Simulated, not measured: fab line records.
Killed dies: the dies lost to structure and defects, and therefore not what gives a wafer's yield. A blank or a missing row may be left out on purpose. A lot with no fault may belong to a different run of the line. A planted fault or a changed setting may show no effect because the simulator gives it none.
fab line records + flow sky130
[record]
- lots = 6
- wafers = 18
- lastDay = 49
route steps=708 shown LDD_N@239 PAD_OPEN@708
lots untouched by any fault: they come from a run of this same line in which no faults occurred
startH: hours from the record's opening day to when the first of the lot's shown wafers began + waitH: hours since the lot's step before + " unchanged from the row above + L1.1+2: one row covering several wafers at once + - either no value or no given start + * or withheld: withheld + < > ~ a bound
route shown NAME@n: names a module that has steps shown in the file, with the first one's number in the route + usual: mean and standard deviation over wafers with no fault + same: alike in all rows + chamber/n: place in a boat + sites: readings site by site + _std_site: how widely they spread, as a standard deviation + _edge_site: outer sites' mean less inner sites' + radiusMm: how far each site lies from the wafer's centre + mask NAME#n: copy n + behind: the tool/chamber that last shaped the wafer + hold: why the lot went on hold/how many hours it stayed there/how the hold came to an end + device: the n, p or np transistor that did not switch + end of line: the route-end tests of the same wafers + a step without rows: its recipe alone + killed: count of dies lost to structure and defects at first sort (not the wafer's yield) + map: dies across one wafer; x = killed, . = not, _ = none there
set.NAME: the setting the step ran with; set.NAME@STEP: the setting that earlier step ran with + model.NAME: the simulator's own value behind a step, which no gauge read
lots at selected steps of the route; one table per step, one row per wafer
services: from which hour (startH, from the record's first day; less than 0 if before it) a tool's chamber was out of use, for how many hours, and why
[[steps]]
[step SKY_LDD_N_COAT_02]
[recipe]
- resist = NOVOLAK
- spinRpm = 3000
- resistThkNm = 300
[step SKY_LDD_N_SOFTBAKE_03]
[recipe]
- tempC = 90
- timeS = 60
- resist = NOVOLAK
[step SKY_LDD_N_EXPOSE_04]
[recipe]
- maskId = NTM
- targetCdNm = 840
- na = 0.6
- sourceShape = conventional
- sigmaOuter = 0.6
- doseMj = 110
[step SKY_LDD_N_PEB_05]
[recipe]
- tempC = withheld
- timeS = *
- resist = NOVOLAK
[step SKY_LDD_N_DEVELOP_06]
[recipe]
- developTimeS = 58.15
- devTempC = 23
[step SKY_LDD_N_OVL_MEAS_07]
[usual]
- LDD_N_OVL = -0.3/1.2
| lot.wafer | tool       | chamber | startH | waitH | LDD_N_OVL[nm] |
|-----------|------------|---------|--------|-------|---------------|
| L440.2    | overlay-01 | -       | 449.05 | 0.1   | -1.3          |
| L440.4    | "          | -       | "      | "     | -3.8          |
| L440.5    | "          | -       | "      | "     | -2.7          |
| L442.3    | overlay-02 | -       | 449.65 | 0.1   | -1.7          |
| L442.5    | "          | -       | "      | "     | -0.7          |
| L442.6    | "          | -       | "      | "     | 0.2           |
| L444.3    | overlay-01 | -       | 450.08 | 0.1   | 0.4           |
| L444.4    | "          | -       | "      | "     | 0.9           |
| L444.6    | "          | -       | "      | "     | -0.1          |
| L446.2    | overlay-02 | -       | 472.17 | 0.1   | 0.8           |
| L446.3    | "          | -       | "      | "     | 0.8           |
| L446.4    | "          | -       | "      | "     | -0.5          |
| L456.1    | overlay-02 | -       | 555.09 | 0.1   | 0.0           |
| L456.2    | "          | -       | "      | "     | 1.8           |
| L456.5    | "          | -       | "      | "     | 0.6           |
| L455.1    | overlay-01 | -       | 555.39 | 0.1   | 1.0           |
| L455.2    | "          | -       | "      | "     | 1.4           |
| L455.3    | "          | -       | "      | "     | 1.3           |
[step SKY_LDD_N_IMPLANT_08]
[recipe]
- species = As
- energyKev = 20
- doseCm2 = 7.5e+13
- tiltDeg = withheld
- rotationDeg = 23
[step SKY_LDD_N_IMPLANT_09]
[recipe]
- species = As
- energyKev = 20
- doseCm2 = 7.5e+13
- tiltDeg = withheld
- rotationDeg = 113
[step SKY_LDD_N_IMPLANT_10]
[recipe]
- species = As
- energyKev = 20
- doseCm2 = 7.5e+13
- tiltDeg = withheld
- rotationDeg = 203
[step SKY_LDD_N_IMPLANT_11]
[recipe]
- species = As
- energyKev = 20
- doseCm2 = 7.5e+13
- tiltDeg = withheld
- rotationDeg = 293
[step SKY_LDD_N_IMPLANT_12]
[recipe]
- species = BF2
- energyKev = 50
- doseCm2 = 5e+12
- tiltDeg = 30
- rotationDeg = 0
[step SKY_LDD_N_IMPLANT_13]
[recipe]
- species = BF2
- energyKev = 50
- doseCm2 = 5e+12
- tiltDeg = 30
- rotationDeg = 90
[step SKY_LDD_N_IMPLANT_14]
[recipe]
- species = BF2
- energyKev = 50
- doseCm2 = 5e+12
- tiltDeg = 30
- rotationDeg = 180
[usual]
- doseIonsCm2 = 5.001e+12/5.1e+09
- faradayCurrentUA = 28.1/0.57
| lot.wafer | tool         | chamber | startH | waitH | doseIonsCm2 | faradayCurrentUA |
|-----------|--------------|---------|--------|-------|-------------|------------------|
| L440.2    | implanter-04 | 0       | 450.00 | 0.1   | 5.001e+12   | 28.2             |
| L440.4    | "            | 0       | "      | "     | 5.001e+12   | 28.6             |
| L440.5    | "            | 0       | "      | "     | 4.992e+12   | 28.5             |
| L442.3    | implanter-04 | 0       | 452.43 | 0.1   | 4.997e+12   | 27.6             |
| L442.5    | "            | 0       | "      | "     | 4.992e+12   | 27.6             |
| L442.6    | "            | 0       | "      | "     | 4.993e+12   | 27.8             |
| L444.3    | implanter-04 | 0       | 453.63 | 0.1   | 3.179e+12   | 18.0             |
| L444.4    | "            | 0       | "      | "     | 3.17e+12    | 17.9             |
| L444.6    | "            | 0       | "      | "     | 3.168e+12   | 18.3             |
| L446.2    | implanter-04 | 0       | 473.12 | 0.1   | 3.17e+12    | 18.1             |
| L446.3    | "            | 0       | "      | "     | 3.175e+12   | 18.2             |
| L446.4    | "            | 0       | "      | "     | 3.167e+12   | 17.6             |
| L456.1    | implanter-02 | 0       | 556.03 | 0.1   | 5.001e+12   | 28.0             |
| L456.2    | "            | 0       | "      | "     | 5.008e+12   | 27.7             |
| L456.5    | "            | 0       | "      | "     | 5.001e+12   | 29.3             |
| L455.1    | implanter-04 | 0       | 556.33 | 0.1   | 5.009e+12   | 29.4             |
| L455.2    | "            | 0       | "      | "     | 5.01e+12    | 27.7             |
| L455.3    | "            | 0       | "      | "     | 5.002e+12   | 28.6             |
[step SKY_LDD_N_IMPLANT_15]
[recipe]
- species = BF2
- energyKev = 50
- doseCm2 = 5e+12
- tiltDeg = 30
- rotationDeg = 270
[step SKY_PAD_OPEN_PROBE_99]
[usual]
- killed_at_M0_to_M3 = 43/7.7
- killed_at_M4_up = 3.0/1.7
- killedAtContacts = 24/5.2
- killedAtFrontEnd = 15/4.5
- killedAtOther = 0.3/0.5
- killedDies = 85/9.5
- killedOpen = 47/6.6
- killedShort = 38/6.6
[same]
- grossDies = 492
- killedAtBackSide = 0
| lot.wafer | tool      | chamber | startH  | waitH | killed_at_M0_to_M3 | killed_at_M4_up | killedAtContacts | killedAtFrontEnd | killedAtOther | killedDies | killedOpen | killedShort | model.etest.nfet_01v8_swapped.vtSatV | model.etest.nfet_01v8_lvt.vtV |
|-----------|-----------|---------|---------|-------|--------------------|-----------------|------------------|------------------|---------------|------------|------------|-------------|--------------------------------------|-------------------------------|
| L440.2    | prober-01 | -       | 1102.26 | 0.1   | 43                 | 2               | 21               | 14               | 1             | 81         | 43         | 38          | 0.6491                               | 0.6045                        |
| L440.4    | prober-01 | -       | 1102.36 | 0.2   | 43                 | 2               | 26               | 12               | 0             | 83         | 49         | 34          | 0.6469                               | 0.6028                        |
| L440.5    | prober-01 | -       | 1102.41 | 0.2   | 42                 | 1               | 23               | 8                | 0             | 74         | 41         | 33          | 0.6384                               | 0.5971                        |
| L442.3    | prober-02 | -       | 1111.17 | 0.2   | 32                 | 7               | 17               | 18               | 1             | 75         | 38         | 37          | 0.6338                               | 0.5939                        |
| L442.5    | prober-02 | -       | 1111.27 | 0.2   | 33                 | 4               | 29               | 16               | 0             | 82         | 45         | 37          | 0.6362                               | 0.5947                        |
| L442.6    | prober-02 | -       | 1111.32 | 0.2   | 51                 | 3               | 23               | 16               | 0             | 93         | 52         | 41          | 0.6332                               | 0.5961                        |
| L444.3    | prober-01 | -       | 1111.49 | 0.2   | 34                 | 5               | 24               | 20               | 1             | 84         | 48         | 36          | 0.6188                               | 0.5927                        |
| L444.4    | prober-01 | -       | 1111.54 | 0.2   | 39                 | 1               | 27               | 19               | 0             | 86         | 49         | 37          | 0.63                                 | 0.5985                        |
| L444.6    | prober-01 | -       | 1111.64 | 0.2   | 40                 | 4               | 27               | 22               | 0             | 93         | 57         | 36          | 0.6278                               | 0.5993                        |
| L446.2    | prober-01 | -       | 1122.58 | 0.1   | 52                 | 1               | 25               | 10               | 1             | 89         | 46         | 43          | 0.6126                               | 0.5877                        |
| L446.3    | prober-01 | -       | 1122.63 | 0.2   | 54                 | 0               | 30               | 8                | 1             | 93         | 46         | 47          | 0.6147                               | 0.5925                        |
| L446.4    | prober-01 | -       | 1122.68 | 0.2   | 44                 | 1               | 26               | 8                | 1             | 80         | 48         | 32          | 0.6141                               | 0.589                         |
| L455.1    | prober-01 | -       | 1175.13 | 0.1   | 35                 | 2               | 30               | 17               | 0             | 84         | 43         | 41          | 0.6401                               | 0.5992                        |
| L455.2    | prober-01 | -       | 1175.18 | 0.1   | 42                 | 2               | 31               | 12               | 1             | 88         | 50         | 38          | 0.6331                               | 0.5937                        |
| L455.3    | prober-01 | -       | 1175.23 | 0.2   | 35                 | 1               | 21               | 12               | 0             | 69         | 43         | 26          | 0.6378                               | 0.5986                        |
| L456.1    | prober-02 | -       | 1176.29 | 0.1   | 31                 | 3               | 20               | 28               | 0             | 82         | 46         | 36          | 0.6371                               | 0.601                         |
| L456.2    | prober-02 | -       | 1176.34 | 0.1   | 38                 | 1               | 29               | 7                | 0             | 75         | 47         | 28          | 0.6402                               | 0.603                         |
| L456.5    | prober-02 | -       | 1176.49 | 0.2   | 42                 | 2               | 19               | 11               | 1             | 75         | 46         | 29          | 0.6399                               | 0.5997                        |
// killed by level:class
L440.2 CONTACT:geometricParticle:open=8 VIA2:geometricParticle:open=7 METAL2:geometricParticle:short=6 METAL3:geometricParticle:short=6 VIA1:geometricParticle:open=6 FIELD_ISO:geometricParticle:open=5 METAL1:geometricParticle:short=5 VIA3:geometricParticle:open=5
L440.4 CONTACT:geometricParticle:open=9 LI_CONTACT:geometricParticle:open=8 VIA1:geometricParticle:open=8 METAL2:geometricParticle:short=7 VIA2:geometricParticle:open=7 VIA3:geometricParticle:open=7 FIELD_ISO:geometricParticle:short=4 FIELD_ISO:geometricParticle:open=3
L440.5 CONTACT:geometricParticle:open=9 VIA1:geometricParticle:open=7 METAL1:geometricParticle:short=7 LOCAL_INTERCONNECT:geometricParticle:short=6 METAL2:geometricParticle:short=6 VIA2:geometricParticle:open=6 VIA1:geometricParticle:short=5 LI_CONTACT:geometricParticle:open=4
L442.3 VIA1:geometricParticle:open=8 VIA3:geometricParticle:open=8 POLY_GATE:geometricParticle:short=7 CONTACT:geometricParticle:short=5 CONTACT:geometricParticle:open=5 POLY_GATE:geometricParticle:open=4 LOCAL_INTERCONNECT:geometricParticle:short=4 VIA2:geometricParticle:open=4
L442.5 LI_CONTACT:geometricParticle:open=11 VIA3:geometricParticle:open=10 CONTACT:geometricParticle:open=9 CONTACT:geometricParticle:short=5 POLY_GATE:geometricParticle:short=4 VIA3:geometricParticle:short=4 VIA2:geometricParticle:open=4 METAL4:geometricParticle:short=4
L442.6 VIA3:geometricParticle:open=16 CONTACT:geometricParticle:open=8 VIA1:geometricParticle:open=8 LI_CONTACT:geometricParticle:open=7 METAL2:geometricParticle:short=6 METAL1:geometricParticle:short=5 POLY_GATE:geometricParticle:open=4 CONTACT:geometricParticle:short=4
L444.3 VIA1:geometricParticle:open=12 CONTACT:geometricParticle:open=9 LI_CONTACT:geometricParticle:open=7 VIA2:geometricParticle:open=6 POLY_GATE:geometricParticle:open=5 FIELD_ISO:geometricParticle:short=4 POLY_GATE:geometricParticle:short=4 METAL2:geometricParticle:short=4
L444.4 LI_CONTACT:geometricParticle:open=13 VIA2:geometricParticle:open=11 FIELD_ISO:geometricParticle:short=7 CONTACT:geometricParticle:open=6 METAL1:geometricParticle:short=5 LOCAL_INTERCONNECT:geometricParticle:short=5 VIA1:geometricParticle:open=4 VIA3:geometricParticle:short=4
L444.6 LI_CONTACT:geometricParticle:open=10 VIA3:geometricParticle:open=10 VIA2:geometricParticle:open=9 FIELD_ISO:geometricParticle:open=7 VIA1:geometricParticle:open=7 CONTACT:geometricParticle:open=6 LI_CONTACT:geometricParticle:short=4 CONTACT:geometricParticle:short=4
L446.2 VIA1:geometricParticle:open=13 VIA1:geometricParticle:short=11 METAL2:geometricParticle:short=9 LI_CONTACT:geometricParticle:open=8 CONTACT:geometricParticle:open=5 CONTACT:geometricParticle:short=5 METAL1:geometricParticle:short=5 VIA3:geometricParticle:open=5
L446.3 VIA1:geometricParticle:open=13 CONTACT:geometricParticle:open=10 METAL2:geometricParticle:short=8 LI_CONTACT:geometricParticle:open=6 CONTACT:geometricParticle:short=6 METAL1:geometricParticle:short=6 VIA2:geometricParticle:open=6 FIELD_ISO:geometricParticle:open=5
L446.4 VIA1:geometricParticle:open=12 LI_CONTACT:geometricParticle:open=9 METAL2:geometricParticle:short=8 CONTACT:geometricParticle:open=7 METAL1:geometricParticle:short=5 LI_CONTACT:geometricParticle:short=4 METAL1:geometricParticle:open=4 VIA2:geometricParticle:open=4
L455.1 VIA1:geometricParticle:open=10 LI_CONTACT:geometricParticle:open=9 CONTACT:geometricParticle:open=8 POLY_GATE:geometricParticle:short=7 VIA3:geometricParticle:short=7 LOCAL_INTERCONNECT:geometricParticle:short=6 VIA3:geometricParticle:open=5 POLY_GATE:geometricParticle:open=4
L455.2 CONTACT:geometricParticle:open=10 VIA3:geometricParticle:open=9 LOCAL_INTERCONNECT:geometricParticle:short=8 VIA1:geometricParticle:open=8 VIA2:geometricParticle:open=7 LI_CONTACT:geometricParticle:open=5 CONTACT:geometricParticle:short=5 METAL2:geometricParticle:short=5
L455.3 VIA1:geometricParticle:open=8 LI_CONTACT:geometricParticle:open=7 CONTACT:geometricParticle:open=7 VIA3:geometricParticle:open=7 VIA3:geometricParticle:short=5 FIELD_ISO:geometricParticle:short=4 LI_CONTACT:geometricParticle:short=4 VIA2:geometricParticle:open=4
L456.1 CONTACT:geometricParticle:open=11 FIELD_ISO:geometricParticle:open=9 FIELD_ISO:geometricParticle:short=8 METAL1:geometricParticle:short=5 POLY_GATE:geometricParticle:open=5 POLY_GATE:geometricParticle:short=5 LI_CONTACT:geometricParticle:open=5 VIA2:geometricParticle:open=5
L456.2 VIA1:geometricParticle:open=11 LI_CONTACT:geometricParticle:open=10 CONTACT:geometricParticle:open=9 VIA2:geometricParticle:open=8 VIA1:geometricParticle:short=6 METAL1:geometricParticle:short=4 FIELD_ISO:geometricParticle:open=3 LI_CONTACT:geometricParticle:short=3
L456.5 VIA1:geometricParticle:open=15 CONTACT:geometricParticle:open=8 VIA1:geometricParticle:short=6 VIA2:geometricParticle:open=6 VIA3:geometricParticle:open=5 FIELD_ISO:geometricParticle:short=4 LI_CONTACT:geometricParticle:open=4 METAL1:geometricParticle:short=4
[[services]]
| tool         | chamber | startH | hours | kind   |
|--------------|---------|--------|-------|--------|
| implanter-02 | -       | 446.59 | 4.9   | pm     |
| implanter-04 | -       | 489.86 | 1.7   | repair |
[[key]]
[firstSign]
- step = SKY_LDD_N_IMPLANT_14
- reading = doseIonsCm2
- direction = down
- sigmas = 99+
- usual = *
- struck = *
[effect]
- step = SKY_LDD_N_IMPLANT_14
- reading = faradayCurrentUA
- direction = down
- sigmas = 18
- usual = 28.1
- struck = 18.0
[modelEffect]
- step = SKY_PAD_OPEN_PROBE_99
- value = etest.nfet_01v8_swapped.vtSatV
- without = 0.6439
- struck = 0.6197
metAt SKY_LDD_N_IMPLANT_14
struckWafers L444.3,L444.4,L444.6,L446.2,L446.3,L446.4
testerLeftOut L444,L446
onsetBetween 452.43 453.63
[fault]
- kind = processParameterDrift
- tool = implanter-04
- chamber = -
- onsetH = 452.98
- steps = SKY_LDD_N_IMPLANT_14
- channel = doseCm2
- offset = *
- shape = step
- endH = 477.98
- actsIn = *
- stated = *
// testerLeftOut: of these lots the tester's yield and bins aren't shown, on N5 and GAA mostly nor the transistor test; their killed dies are dies lost to structure and defects alone, not to doping, threshold or leakage, so they don't give the yield
